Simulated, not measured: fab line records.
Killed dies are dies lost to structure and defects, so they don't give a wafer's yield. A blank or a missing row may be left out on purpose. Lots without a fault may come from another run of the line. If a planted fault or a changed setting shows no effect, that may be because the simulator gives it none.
Matching of chambers	flow sfq-line	4 sister chambers for SFQ_TRILAYER_I4_CMP_CMP_100 on cmp-02
The step polishes SiO2. 18 wafers are shown with their chamber, then 9 later ones without.

WAFERS PAIRED WITH THEIR CHAMBERS
wafer	chamber	motor-current-A (A)	slurry-flow-ml-min	time-to-endpoint-s (s)
L595.3	1	9.5	150.1	207
L595.4	0	10.0	148.8	202
L595.5	0	9.7	149.5	209
L596.2	0	10.4	149.6	205
L596.4	3	8.7	149.9	218
L596.5	0	10.1	149.6	214
L598.3	0	9.6	150.1	212
L598.5	0	9.8	150.2	204
L598.6	1	9.3	150.0	207
L607.1	2	10.9	149.3	210
L607.3	0	9.9	150.1	204
L607.4	1	10.1	150.9	216
L609.3	3	8.4	149.2	206
L609.4	0	10.0	150.8	210
L609.5	1	10.1	150.4	224
L610.2	3	8.2	149.9	212
L610.3	2	10.7	149.6	212
L610.6	3	7.5	149.3	216

SIGNATURES (means of the wafers above)
reading	chamber 0	chamber 1	chamber 2	chamber 3	scatter within a chamber
motor-current-A	9.938	9.750	10.800	8.200	0.353
slurry-flow-ml-min	149.838	150.350	149.450	149.575	0.497
time-to-endpoint-s	207.50	213.50	211.00	213.00	5.47
Rule: a wafer lies at a distance from a chamber equal to the root of the sum of squares, over the readings, of (its reading less the chamber's mean, divided by the reading's scatter). If the next closest chamber is less than 2 further off than the closest, the wafer can't be placed; otherwise it belongs to the closest. The scatter: the root of (the sum of the squares of (reading less its chamber's mean) over the shown wafers, divided by (wafers less chambers)).

WAFERS WITH NO CHAMBER GIVEN
wafer	motor-current-A (A)	slurry-flow-ml-min	time-to-endpoint-s (s)
L611.2	10.0	149.8	208
L611.4	9.8	150.8	209
L611.6	8.3	149.8	213
L616.2	8.3	150.4	197
L616.5	8.5	149.8	205
L616.6	9.7	150.2	211
L617.3	9.0	149.8	221
L617.5	10.2	150.3	234
L617.6	8.1	150.3	224

THE CHAMBER EACH PASSED THROUGH
wafer	from the rows above	in truth
L611.2	can't be placed: 0 or 1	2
L611.4	can't be placed: 1 or 0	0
L611.6	3	3
L616.2	can't be placed: 3 or 1 or 0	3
L616.5	3	3
L616.6	can't be placed: 1 or 0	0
L617.3	can't be placed: 3 or 1 or 0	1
L617.5	can't be placed: 1 or 2 or 0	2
L617.6	3	3
Placed correctly: 3 of 9. Unplaceable from these rows: 6, with the true chamber sitting among the candidates in 5. 0 placed wrongly.
